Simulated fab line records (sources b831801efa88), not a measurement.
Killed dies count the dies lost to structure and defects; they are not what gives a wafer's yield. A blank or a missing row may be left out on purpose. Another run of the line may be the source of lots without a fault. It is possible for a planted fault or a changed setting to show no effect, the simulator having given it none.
Chamber matching / flow sky130 / cmp-02 running SKY_LI_CONTACT_CMP_24: 4 sister chambers
The step polishes, stops on PSG, t overpolish 20 s, target thk 0 nm. 4 wafers are shown with their chamber, then 8 later ones without.

## WAFERS WITH THEIR CHAMBER
wafer=L093.1; chamber=3; motorCurrentA (A)=10.5
wafer=L093.2; chamber=1; motorCurrentA (A)=11.7
wafer=L093.3; chamber=2; motorCurrentA (A)=10.1
wafer=L093.4; chamber=0; motorCurrentA (A)=8.5

## WAFERS MISSING THEIR CHAMBER
wafer=L093.5; motorCurrentA (A)=12.4
wafer=L093.6; motorCurrentA (A)=8.4
wafer=L095.1; motorCurrentA (A)=10.4
wafer=L095.2; motorCurrentA (A)=8.6
wafer=L095.3; motorCurrentA (A)=10.5
wafer=L095.4; motorCurrentA (A)=12.2
wafer=L095.5; motorCurrentA (A)=12.6
wafer=L095.6; motorCurrentA (A)=8.3

## WHICH CHAMBER EACH WENT THROUGH
wafer=L093.5; from the rows above=1; in truth=1
wafer=L093.6; from the rows above=0; in truth=0
wafer=L095.1; from the rows above=can't be placed: 3 or 2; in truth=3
wafer=L095.2; from the rows above=0; in truth=0
wafer=L095.3; from the rows above=can't be placed: 3 or 2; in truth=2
wafer=L095.4; from the rows above=1; in truth=1
wafer=L095.5; from the rows above=1; in truth=1
wafer=L095.6; from the rows above=0; in truth=0
Correct placement for 6 of the 8. Not placeable from these rows: 2 (in 2, the candidates include the true chamber). 0 placed wrongly.
How it was worked out, from the rows above alone: a wafer's distance from a chamber is the root of the sum, over the readings, of the square of ((its reading less the chamber's mean) divided by the reading's scatter). If the next closest chamber is less than 2 further off than the closest, the wafer can't be placed; otherwise it belongs to the closest. The mean given for a chamber averages the wafers shown for that chamber. The scatter: root of mean squared gap, hidden wafer to nearest shown wafer, with one shown wafer a chamber.
